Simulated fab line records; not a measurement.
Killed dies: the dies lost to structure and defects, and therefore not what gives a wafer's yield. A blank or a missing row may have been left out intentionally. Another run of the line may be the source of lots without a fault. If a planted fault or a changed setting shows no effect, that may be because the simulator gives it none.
fab line records | flow sky130
record lots=14 | wafers=42 | lastDay=50
route steps=708 shown VT_ADJUST_PCH@150 SONOS_TUNNEL@166 POLY_GATE@218 LDD_N@251
lots that met no fault: taken from a fault-free run of the same line
startH: hours from the record's opening day to when the first of the lot's shown wafers began | waitH: hours from the lot's prior step to this one | " same as the row above | L1.1+2: a single row standing in for several wafers | - value missing, or start not given | * or withheld: withheld | < > ~ a bound
route shown NAME@n: NAME is a module with steps in the file, n the number in the route of the first one | usual: the fault-free wafers' mean and standard deviation | same: alike in all rows | chamber/n: place in a boat | sites: per-site readings | _std_site: the values' standard deviation | _edge_site: the outer-site mean with the inner-site mean subtracted | radiusMm: how far each site lies from the wafer's centre | mask NAME#n: copy n | behind: the last tool/chamber to shape the wafer | hold: why the lot was held/for how many hours/how that ended | device: whichever transistor did not switch (one of n, p or np) | end of line: the same wafers' tests at the end of the route | step lacking rows: just its recipe | killed: not the wafer's yield, but the dies lost to structure and defects at the first sort | map: per-die view of a wafer (x killed, . not killed, _ where there is no die)
set.NAME: the run value of the setting; set.NAME@STEP: its run value at that earlier step | model.NAME: the simulator's own value behind a step, which no gauge read
the route's steps for a sample of lots (tables are steps, rows are wafers)
services: from which hour (startH, from the record's first day; less than 0 if before it) a tool's chamber was out of use, for how many hours, and why
## steps
# step SKY_VT_ADJUST_PCH_OVL_MEAS_07
# usual VT_ADJUST_PCH_OVL=-0.2/1.3
lot.wafer | tool       | chamber | startH | waitH | VT_ADJUST_PCH_OVL[nm]
L438.2    | overlay-02 | -       | 227.72 | -     | 0.5
L438.5    | "          | -       | "      | "     | 1.5
L438.6    | "          | -       | "      | "     | 1.6
L439.2    | overlay-01 | -       | 240.57 | -     | 0.9
L439.3    | "          | -       | "      | "     | 0.0
L439.6    | "          | -       | "      | "     | -0.1
L440.1    | overlay-01 | -       | 242.75 | -     | -1.4
L440.3    | "          | -       | "      | "     | -1.5
L440.6    | "          | -       | "      | "     | -2.4
L441.2    | overlay-01 | -       | 247.67 | -     | 0.7
L441.4    | "          | -       | "      | "     | -0.4
L441.5    | "          | -       | "      | "     | -1.1
L444.1    | overlay-02 | -       | 266.45 | -     | 0.0
L444.2    | "          | -       | "      | "     | 2.1
L444.5    | "          | -       | "      | "     | 0.6
L445.1    | overlay-02 | -       | 274.82 | -     | 0.7
L445.3    | "          | -       | "      | "     | 1.6
L445.4    | "          | -       | "      | "     | 1.3
L446.1    | overlay-01 | -       | 281.25 | -     | 0.0
L446.5    | "          | -       | "      | "     | -1.0
L446.6    | "          | -       | "      | "     | -1.5
L450.1    | overlay-02 | -       | 317.56 | -     | 0.4
L450.3    | "          | -       | "      | "     | -0.6
L450.4    | "          | -       | "      | "     | -1.5
L453.2    | overlay-01 | -       | 340.07 | -     | 0.3
L453.3    | "          | -       | "      | "     | 1.3
L453.4    | "          | -       | "      | "     | 0.9
L454.2    | overlay-02 | -       | 345.16 | -     | 1.7
L454.3    | "          | -       | "      | "     | 1.2
L454.4    | "          | -       | "      | "     | 0.7
L455.4    | overlay-02 | -       | 357.24 | -     | -0.3
L455.5    | "          | -       | "      | "     | -1.3
L455.6    | "          | -       | "      | "     | -0.8
L457.3    | overlay-02 | -       | 368.96 | -     | -0.1
L457.4    | "          | -       | "      | "     | 0.0
L457.5    | "          | -       | "      | "     | 0.1
L459.2    | overlay-02 | -       | 387.21 | -     | -0.2
L459.3    | "          | -       | "      | "     | 1.1
L459.6    | "          | -       | "      | "     | 1.0
L460.4    | overlay-01 | -       | 391.52 | -     | -1.7
L460.5    | "          | -       | "      | "     | -2.8
L460.6    | "          | -       | "      | "     | -1.8
# step SKY_SONOS_TUNNEL_TW_MEAS_12
# usual SONOS_TUNNEL_TW=198.3/1.6
lot.wafer | tool         | chamber | startH | waitH | SONOS_TUNNEL_TW
L438.2    | filmMetro-03 | -       | 251.15 | 0.0   | 194.9
L438.5    | "            | -       | "      | "     | 193.4
L438.6    | "            | -       | "      | "     | 195.0
L439.2    | filmMetro-02 | -       | 264.78 | 0.0   | 198.6
L439.3    | "            | -       | "      | "     | 198.7
L439.6    | "            | -       | "      | "     | 198.6
L440.1    | filmMetro-02 | -       | 267.33 | 0.0   | 199.0
L440.3    | "            | -       | "      | "     | 198.5
L440.6    | "            | -       | "      | "     | 198.6
L441.2    | filmMetro-03 | -       | 271.88 | 0.0   | 196.7
L441.4    | "            | -       | "      | "     | 197.6
L441.5    | "            | -       | "      | "     | 197.3
L444.1    | filmMetro-03 | -       | 291.77 | 0.0   | 195.6
L444.2    | "            | -       | "      | "     | 195.4
L444.5    | "            | -       | "      | "     | 195.9
L445.1    | filmMetro-03 | -       | 300.24 | 0.0   | 195.1
L445.3    | "            | -       | "      | "     | 195.1
L445.4    | "            | -       | "      | "     | 195.2
L446.1    | filmMetro-04 | -       | 308.31 | 0.0   | 198.3
L446.5    | "            | -       | "      | "     | 198.2
L446.6    | "            | -       | "      | "     | 197.7
L450.1    | filmMetro-04 | -       | 345.37 | 0.0   | 198.7
L450.3    | "            | -       | "      | "     | 199.0
L450.4    | "            | -       | "      | "     | 198.7
L453.2    | filmMetro-02 | -       | 366.92 | 0.0   | 200.1
L453.3    | "            | -       | "      | "     | 199.6
L453.4    | "            | -       | "      | "     | 199.4
L454.2    | filmMetro-04 | -       | 372.59 | 0.0   | 198.6
L454.3    | "            | -       | "      | "     | 198.8
L454.4    | "            | -       | "      | "     | 198.4
L455.4    | filmMetro-02 | -       | 384.60 | 0.0   | 199.8
L455.5    | "            | -       | "      | "     | 199.6
L455.6    | "            | -       | "      | "     | 199.8
L457.3    | filmMetro-02 | -       | 394.94 | 0.0   | 200.8
L457.4    | "            | -       | "      | "     | 200.0
L457.5    | "            | -       | "      | "     | 200.4
L459.2    | filmMetro-02 | -       | 418.02 | 0.0   | 197.8
L459.3    | "            | -       | "      | "     | 198.5
L459.6    | "            | -       | "      | "     | 198.3
L460.4    | filmMetro-03 | -       | 422.32 | 0.0   | 196.3
L460.5    | "            | -       | "      | "     | 196.4
L460.6    | "            | -       | "      | "     | 196.4
# step SKY_POLY_GATE_THK_MEAS_04
# recipe reads=Si3N4_of_POLY_GATE_CVD_03
# usual POLY_GATE_CVD_03_THK=75.4/0.68
lot.wafer | tool         | chamber | startH | waitH | POLY_GATE_CVD_03_THK[nm]
L438.2    | filmMetro-03 | -       | 344.65 | 0.0   | 76.0
L438.5    | "            | -       | "      | "     | 75.6
L438.6    | "            | -       | "      | "     | 75.6
L439.2    | filmMetro-03 | -       | 355.06 | 0.0   | 75.0
L439.3    | "            | -       | "      | "     | 74.8
L439.6    | "            | -       | "      | "     | 75.0
L440.1    | filmMetro-03 | -       | 387.40 | 0.0   | 74.5
L440.3    | "            | -       | "      | "     | 74.0
L440.6    | "            | -       | "      | "     | 73.8
L441.2    | filmMetro-02 | -       | 387.42 | 0.0   | 75.5
L441.4    | "            | -       | "      | "     | 75.6
L441.5    | "            | -       | "      | "     | 75.9
L444.1    | filmMetro-01 | -       | 387.47 | 0.1   | 75.5
L444.2    | "            | -       | "      | "     | 74.9
L444.5    | "            | -       | "      | "     | 75.5
L445.1    | filmMetro-02 | -       | 396.37 | 0.0   | 74.9
L445.3    | "            | -       | "      | "     | 74.8
L445.4    | "            | -       | "      | "     | 74.8
L446.1    | filmMetro-01 | -       | 409.50 | 0.0   | 76.3
L446.5    | "            | -       | "      | "     | 76.4
L446.6    | "            | -       | "      | "     | 76.7
L450.1    | filmMetro-01 | -       | 445.81 | 0.0   | 75.9
L450.3    | "            | -       | "      | "     | 75.1
L450.4    | "            | -       | "      | "     | 75.7
L453.2    | filmMetro-01 | -       | 483.68 | 0.0   | 75.6
L453.3    | "            | -       | "      | "     | 75.7
L453.4    | "            | -       | "      | "     | 74.9
L454.2    | filmMetro-02 | -       | 487.44 | 0.0   | 75.1
L454.3    | "            | -       | "      | "     | 74.5
L454.4    | "            | -       | "      | "     | 74.8
L455.4    | filmMetro-02 | -       | 492.88 | 0.0   | 76.1
L455.5    | "            | -       | "      | "     | 76.2
L455.6    | "            | -       | "      | "     | 76.5
L457.3    | filmMetro-03 | -       | 498.81 | 0.0   | 75.4
L457.4    | "            | -       | "      | "     | 75.3
L457.5    | "            | -       | "      | "     | 75.7
L459.2    | filmMetro-02 | -       | 520.93 | 0.0   | 75.7
L459.3    | "            | -       | "      | "     | 75.7
L459.6    | "            | -       | "      | "     | 76.1
L460.4    | filmMetro-02 | -       | 527.10 | 0.0   | 74.5
L460.5    | "            | -       | "      | "     | 73.9
L460.6    | "            | -       | "      | "     | 73.9
# step SKY_LDD_N_IMPLANT_14
# recipe species=BF2 | energyKev=50 | doseCm2=5e+12 | tiltDeg=30 | rotationDeg=180
# usual doseIonsCm2=5.001e+12/5.1e+09 | faradayCurrentUA=28.1/0.57
lot.wafer | tool         | chamber | startH | waitH | doseIonsCm2 | faradayCurrentUA
L438.2    | implanter-04 | 0       | 399.68 | 0.1   | 5.004e+12   | 28.6
L438.5    | "            | 0       | "      | "     | 5.002e+12   | 27.8
L438.6    | "            | 0       | "      | "     | 5.001e+12   | 27.9
L439.2    | implanter-02 | 0       | 412.38 | 0.1   | 5.001e+12   | 27.7
L439.3    | "            | 0       | "      | "     | 5.004e+12   | 29.1
L439.6    | "            | 0       | "      | "     | 5.006e+12   | 28.7
L440.1    | implanter-04 | 0       | 449.98 | 0.1   | 5.004e+12   | 27.1
L440.3    | "            | 0       | "      | "     | 4.998e+12   | 27.4
L440.6    | "            | 0       | "      | "     | 4.999e+12   | 28.4
L441.2    | implanter-04 | 0       | 451.20 | 0.1   | 4.991e+12   | 28.9
L441.4    | "            | 0       | "      | "     | 5.006e+12   | 28.4
L441.5    | "            | 0       | "      | "     | 5.001e+12   | 27.6
L444.1    | implanter-04 | 0       | 453.58 | 0.1   | 3.176e+12   | 17.6
L444.2    | "            | 0       | "      | "     | 3.177e+12   | 17.6
L444.5    | "            | 0       | "      | "     | 3.17e+12    | 18.0
L445.1    | implanter-02 | 0       | 461.60 | 0.1   | 5e+12       | 28.7
L445.3    | "            | 0       | "      | "     | 5.006e+12   | 27.8
L445.4    | "            | 0       | "      | "     | 5.002e+12   | 27.5
L446.1    | implanter-04 | 0       | 473.10 | 0.1   | 3.167e+12   | 18.4
L446.5    | "            | 0       | "      | "     | 3.171e+12   | 17.5
L446.6    | "            | 0       | "      | "     | 3.172e+12   | 18.1
L450.1    | implanter-02 | 0       | 510.55 | 0.1   | 5.006e+12   | 28.1
L450.3    | "            | 0       | "      | "     | 4.991e+12   | 28.0
L450.4    | "            | 0       | "      | "     | 4.994e+12   | 27.2
L453.2    | implanter-04 | 0       | 547.23 | 0.1   | 5.009e+12   | 27.8
L453.3    | "            | 0       | "      | "     | 5.01e+12    | 27.9
L453.4    | "            | 0       | "      | "     | 5.004e+12   | 27.0
L454.2    | implanter-04 | 0       | 550.95 | 0.1   | 5.003e+12   | 27.8
L454.3    | "            | 0       | "      | "     | 4.998e+12   | 27.4
L454.4    | "            | 0       | "      | "     | 5.001e+12   | 28.5
L455.4    | implanter-04 | 0       | 556.40 | 0.1   | 5.004e+12   | 28.0
L455.5    | "            | 0       | "      | "     | 4.995e+12   | 27.2
L455.6    | "            | 0       | "      | "     | 4.994e+12   | 27.6
L457.3    | implanter-04 | 0       | 562.58 | 0.1   | 4.998e+12   | 28.9
L457.4    | "            | 0       | "      | "     | 5.006e+12   | 28.3
L457.5    | "            | 0       | "      | "     | 5.005e+12   | 28.5
L459.2    | implanter-02 | 0       | 584.40 | 0.1   | 5.006e+12   | 28.6
L459.3    | "            | 0       | "      | "     | 5.004e+12   | 28.9
L459.6    | "            | 0       | "      | "     | 4.995e+12   | 29.1
L460.4    | implanter-04 | 0       | 588.78 | 0.1   | 5.005e+12   | 28.1
L460.5    | "            | 0       | "      | "     | 5.004e+12   | 27.3
L460.6    | "            | 0       | "      | "     | 5e+12       | 28.6
## services
tool         | chamber | startH | hours | kind
implanter-02 | -       | 413.95 | 32.6  | pm
implanter-02 | -       | 446.59 | 4.9   | pm
implanter-04 | -       | 489.86 | 1.7   | repair
implanter-04 | -       | 566.57 | 4.7   | pm
## key
firstSign step=SKY_LDD_N_IMPLANT_14 | reading=doseIonsCm2 | direction=down | sigmas=99+ | usual=* | struck=*
effect step=SKY_LDD_N_IMPLANT_14 | reading=faradayCurrentUA | direction=down | sigmas=18 | usual=28.1 | struck=17.9
metAt SKY_LDD_N_IMPLANT_14
struckLots L444,L446
testerLeftOut L444,L446
notActingAt SKY_VT_ADJUST_PCH_OVL_MEAS_07,SKY_SONOS_TUNNEL_TW_MEAS_12,SKY_POLY_GATE_THK_MEAS_04
onsetBetween 451.20 453.58
fault kind=processParameterDrift | tool=implanter-04 | chamber=- | onsetH=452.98 | steps=SKY_LDD_N_IMPLANT_14 | channel=doseCm2 | offset=* | shape=step | endH=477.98 | actsIn=* | stated=*
# testerLeftOut: of these lots the tester's yield and bins aren't shown, on N5 and GAA mostly nor the transistor test; their killed dies are dies lost to structure and defects alone, not to doping, threshold or leakage, so they don't give the yield
